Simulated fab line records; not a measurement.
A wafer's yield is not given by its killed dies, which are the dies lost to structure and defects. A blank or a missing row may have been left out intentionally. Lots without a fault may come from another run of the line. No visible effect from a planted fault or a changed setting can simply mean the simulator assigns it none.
Which of the tools did it? -- flow gf180mcu -- 12 lots, 36 wafers sampled, at 6 steps of a route of 602

== WHAT THE GAUGES SHOWED, per wafer ==
GF_SALICIDE_RS_MEAS_04: the measuring method here is four-point-probe.
lot,measured,on,SALICIDE_TIN_RS (ohm/sq)
L428,day 15 01:46,filmMetro-02,16.4 16.6 17.1
L429,day 15 11:55,filmMetro-03,16.2 16.2 15.7
L432,day 16 09:22,filmMetro-02,15.8 16.3 16.6
L433,day 16 16:43,filmMetro-02,16.0 15.9 16.4
L435,day 17 10:12,filmMetro-03,12.7 16.1 16.1
L436,day 17 20:08,filmMetro-02,16.6 12.6 16.1
L444,day 20 14:39,filmMetro-01,16.2 16.2 15.9
L446,day 21 12:17,filmMetro-02,16.5 16.4 15.9
L445,day 21 12:35,filmMetro-01,16.1 16.3 16.4
L447,day 21 20:17,filmMetro-02,16.4 16.7 16.5
L449,day 22 20:27,filmMetro-01,16.3 16.9 16.8
L450,day 23 08:28,filmMetro-03,16.1 16.5 17.2

GF_SALICIDE_THK_MEAS_05: measures by xrf.
lot,measured,on,SALICIDE_TIN_THK (nm)
L428,day 15 01:53,filmMetro-02,20.8 20.4 20.0
L429,day 15 12:02,filmMetro-03,20.0 20.3 20.6
L432,day 16 09:29,filmMetro-02,20.8 20.6 20.0
L433,day 16 16:50,filmMetro-02,20.9 20.6 20.5
L435,day 17 10:19,filmMetro-03,36.4 20.2 19.8
L436,day 17 20:14,filmMetro-02,20.4 37.0 20.5
L444,day 20 14:46,filmMetro-01,20.5 20.2 20.4
L446,day 21 12:25,filmMetro-02,20.4 20.4 20.8
L445,day 21 12:42,filmMetro-01,20.5 20.8 20.5
L447,day 21 20:24,filmMetro-02,20.1 20.1 20.2
L449,day 22 20:34,filmMetro-01,20.5 20.2 20.1
L450,day 23 08:34,filmMetro-03,20.3 20.1 19.9

GF_M5_CD_MEAS_07 targets a cd of 280 nm.
lot,measured,on,cdNm (nm)
L428,day 26 01:16,cdSem-01,281.6 281.0 281.1
L429,day 26 13:38,cdSem-02,278.5 277.8 278.8
L432,day 27 08:07,cdSem-02,281.9 282.1 279.8
L433,day 27 16:14,cdSem-01,278.5 278.6 280.5
L435,day 28 09:25,cdSem-01,278.0 281.1 279.6
L436,day 28 18:16,cdSem-02,279.8 280.1 279.2
L444,day 30 20:05,cdSem-02,279.2 279.3 278.8
L446,day 31 14:12,cdSem-02,278.9 278.8 279.2
L445,day 31 13:51,cdSem-01,280.3 279.6 280.8
L447,day 31 18:27,cdSem-01,279.2 279.2 278.4
L449,day 32 11:07,cdSem-01,279.0 279.4 280.1
L450,day 33 00:07,cdSem-02,280.2 280.1 280.1

GF_V5_RS_MEAS_24: the measuring method here is four-point-probe.
lot,measured,on,V5_W_RS (ohm/sq)
L428,day 27 00:48,filmMetro-01,0.330 0.333 0.331
L429,day 27 12:41,filmMetro-01,0.326 0.330 0.329
L432,day 28 06:51,filmMetro-01,0.327 0.324 0.328
L433,day 28 14:22,filmMetro-01,0.333 0.333 0.330
L435,day 29 07:44,filmMetro-01,0.326 0.330 0.328
L436,day 29 15:35,filmMetro-03,0.325 0.322 0.325
L444,day 31 16:38,filmMetro-01,0.332 0.331 0.327
L446,day 32 10:05,filmMetro-01,0.332 0.333 0.332
L445,day 32 09:41,filmMetro-03,0.328 0.330 0.327
L447,day 32 14:02,filmMetro-03,0.324 0.331 0.327
L449,day 33 06:01,filmMetro-01,0.326 0.325 0.324
L450,day 33 17:49,filmMetro-01,0.332 0.329 0.328

== TOOL THAT RAN EACH LOT (tool first, then ch and the chambers of the sampled wafers, then the start) ==
lot,GF_SALICIDE_SPUTTER_03,GF_V2_ETCH_16
L428,"pvdSputter-01, day 15 01:44","rieDiel-04 ch 0,2,3, day 20 02:53"
L429,"pvdSputter-03, day 15 11:53","rieDiel-03 ch 0,1,2, day 20 15:06"
L432,"pvdSputter-03, day 16 09:20","rieDiel-03 ch 1,2, day 21 13:53"
L433,"pvdSputter-01, day 16 16:41","rieDiel-04 ch 0,1, day 21 22:20"
L435,"pvdSputter-01, day 17 10:10","rieDiel-01 ch 1,2, day 22 16:32"
L436,"pvdSputter-01, day 17 20:05","rieDiel-03 ch 0,1, day 23 00:53"
L444,"pvdSputter-02, day 20 14:37","rieDiel-01 ch 1,2,3, day 25 13:51"
L446,"pvdSputter-02, day 21 12:16","rieDiel-04 ch 0,1,3, day 26 09:47"
L445,"pvdSputter-01, day 21 12:33","rieDiel-01 ch 1,2,3, day 26 10:08"
L447,"pvdSputter-03, day 21 20:15","rieDiel-04 ch 1,2,3, day 26 15:14"
L449,"pvdSputter-01, day 22 20:25","rieDiel-04 ch 0,3, day 27 13:26"
L450,"pvdSputter-01, day 23 08:23","rieDiel-03 ch 1,2,3, day 28 02:38"
- GF_SALICIDE_SPUTTER_03: material TiN, target thk 20 nm, time 16.7 s.
- GF_V2_ETCH_16: etches BARC in N2/H2.

== WHAT THE TOOLS THEMSELVES READ (means of the sampled wafers that have a number; where no wafer has one, the mark that the record gives instead) ==
GF_SALICIDE_SPUTTER_03.
lot,tool,throttleValvePct (%)
L428,pvdSputter-01,29.7
L429,pvdSputter-03,29.9
L432,pvdSputter-03,29.5
L433,pvdSputter-01,29.7
L435,pvdSputter-01,29.9
L436,pvdSputter-01,29.4
L444,pvdSputter-02,30.2
L446,pvdSputter-02,30.1
L445,pvdSputter-01,30.2
L447,pvdSputter-03,29.4
L449,pvdSputter-01,28.9
L450,pvdSputter-01,29.7

GF_V2_ETCH_16.
lot,tool,drypumpMotorCurrentA (A),n2FlowSccm (sccm),oesProductAu (a.u.),throttleValvePct (%)
L428,rieDiel-04,5.2,99.8,0.858,13.227
L429,rieDiel-03,5.8,99.8,0.859,13.234
L432,rieDiel-03,6.1,100.1,0.855,13.232
L433,rieDiel-04,5.8,100.0,0.850,13.226
L435,rieDiel-01,5.3,100.0,0.855,13.226
L436,rieDiel-03,6.0,99.8,0.857,13.217
L444,rieDiel-01,5.5,100.0,0.854,13.221
L446,rieDiel-04,5.4,100.0,0.852,13.223
L445,rieDiel-01,5.5,100.3,0.855,13.215
L447,rieDiel-04,4.9,99.7,0.856,13.228
L449,rieDiel-04,5.2,99.8,0.855,13.226
L450,rieDiel-03,6.1,100.0,0.854,13.221

== THE ANSWER, worked out from the rows above alone ==
Rule: the usual values come from the lots themselves. The widest of any qualifying gaps counts: lots, ordered by their means at a reading, are off when they make up no more than a third of the lots, leave a main group of 4 or more, and stand apart from it by 3 or more times the standard deviation of that group's means. Not used: any main group whose means are identical at the precision the tables above print for the reading. A lot without any number at a reading at which 4 lots or more have one is off too. All remaining lots with rows at the step are treated as sound. Order of review: gauges by route order, followed by the tools' own readings, for which a lot's mean as printed above is used. The first step at which some lot is off is used, and at that step the reading that is off furthest; a lot without a number counts as furthest.
Off: L435, L436, at GF_SALICIDE_RS_MEAS_04 (SALICIDE_TIN_RS). For the main group the mean is 16.4 ohm/sq and the standard deviation 0.24.
If a tool, at a process step before that reading, ran all the lots that are off and no sound lot after the first of them, it fits. Gauges at GF_SALICIDE_RS_MEAS_04: tried the same way as those tools. None of those tried fits.

== WHAT THE SIMULATOR PUT IN ==
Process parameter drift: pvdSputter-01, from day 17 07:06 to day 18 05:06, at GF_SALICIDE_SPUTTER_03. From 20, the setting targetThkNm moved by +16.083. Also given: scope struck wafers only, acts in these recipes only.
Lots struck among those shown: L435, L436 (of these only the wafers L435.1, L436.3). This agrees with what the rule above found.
